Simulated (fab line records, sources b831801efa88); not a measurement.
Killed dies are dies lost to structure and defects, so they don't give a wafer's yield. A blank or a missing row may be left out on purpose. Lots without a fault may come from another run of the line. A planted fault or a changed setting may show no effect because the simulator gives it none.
Problem report in the 8D (eight disciplines) form, filled by code | flow gf180mcu | the parts of the form that need people (team, actions taken, sign-off) are left out

1. THE PROBLEM
SALICIDE_TIN_THK at GF_SALICIDE_THK_MEAS_05 reads a mean of 21.76 nm on 3 wafers of 2 lots; wafers without a fault read 19.94 nm with a standard deviation of 0.24. That is +7.6 standard deviations from the usual mean.
The step: measures by xrf.
First seen on wafer L617.1, day 18 21:26, on film_metro-03. The record holds 39 wafers of 13 lots with a number at this step. Rule for "out", or "out of limits": more than 4 standard deviations from the usual mean. The other wafers with a number count as sound.

2. WHAT IT IS AND WHAT IT IS NOT
question                    | is                           | is not
which readings at this step | SALICIDE_TIN_THK             | -
which lots                  | L617, L618                   | L609, L610, L611, L616, L620, L623, L624, L626, L628, L629, L630
which wafers of those lots  | L617.1, L618.3, L618.6       | L617.3, L617.4, L618.4
read on which gauges        | film_metro-02, film_metro-03 | film_metro-04
when                        | from day 18 21:26            | up to then (14 sound wafers); but 22 sound wafers of L618, L620, L623, L624, L626, L628, L629, L630 came after

3. SUSPECTS, AND WHAT RULES EACH OUT
Counting: a tool at a process step up to the reading stays a suspect if it ran every lot that is out. Sound lots after the first of them don't rule it out here, since some wafers of a struck lot are sound.
- the gauge at GF_SALICIDE_THK_MEAS_05: ruled out. The wafers that are out were read on 2 gauges (film_metro-02, film_metro-03).
- pvd_sputter-01 at GF_SALICIDE_SPUTTER_03 (material TiN, target thk 20 nm, time 16.7 s): kept. It ran every lot that is out, first L617 (day 18 21:17); its last sound lot up to then is L610 (day 16 03:31). Its own readings are out on those wafers: cathode_dc_power_W.
Left after counting: pvd_sputter-01 at GF_SALICIDE_SPUTTER_03.

4. THE CAUSE (what the simulator had put in)
Process parameter drift: pvd_sputter-01, from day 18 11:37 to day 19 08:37, at GF_SALICIDE_SPUTTER_03. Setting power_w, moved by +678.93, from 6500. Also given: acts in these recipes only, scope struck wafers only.
Counting left only this tool.

5. THE CHAIN OF EFFECTS, in route order
Each row: a reading whose mean over the struck wafers that have a number lies more than 3 standard deviations from the usual. Only readings for which the record gives a usual standard deviation are gone through. hours: the time from each lot's start at the first step in this table that gives one to its start at this step, as a median over the lots. sigmas: the change in usual standard deviations.
hours | step                    | reading            | usual    | on struck wafers | change | sigmas
0     | GF_SALICIDE_SPUTTER_03  | cathode_dc_power_W | 6500.0 W | 7180.1           | +680.1 | +99 or more
0     | GF_SALICIDE_THK_MEAS_05 | SALICIDE_TIN_THK   | 19.94 nm | 21.76            | +1.82  | +7.6
The process steps in it:
- GF_SALICIDE_SPUTTER_03: material TiN, target thk 20 nm, time 16.7 s.
Later measuring or inspecting steps at which every struck wafer that the step has a row for has a number for every such reading, and none has moved that far: GF_CONTACT_THK_MEAS_03.

6. WHAT WOULD HAVE CAUGHT IT SOONER
In this record the first reading out of limits at a measuring or inspecting step was taken at day 18 21:26, 10 hours after the fault began at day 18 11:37.
The tool's own readings at GF_SALICIDE_SPUTTER_03 were out on every struck wafer that the step has a row for (cathode_dc_power_W): an alarm limit on them would have fired on the first of those.
Of the lots that are out (2), L618 began GF_SALICIDE_SPUTTER_03 on pvd_sputter-01 after day 18 21:26. A hold on the tool at that time would have spared it.
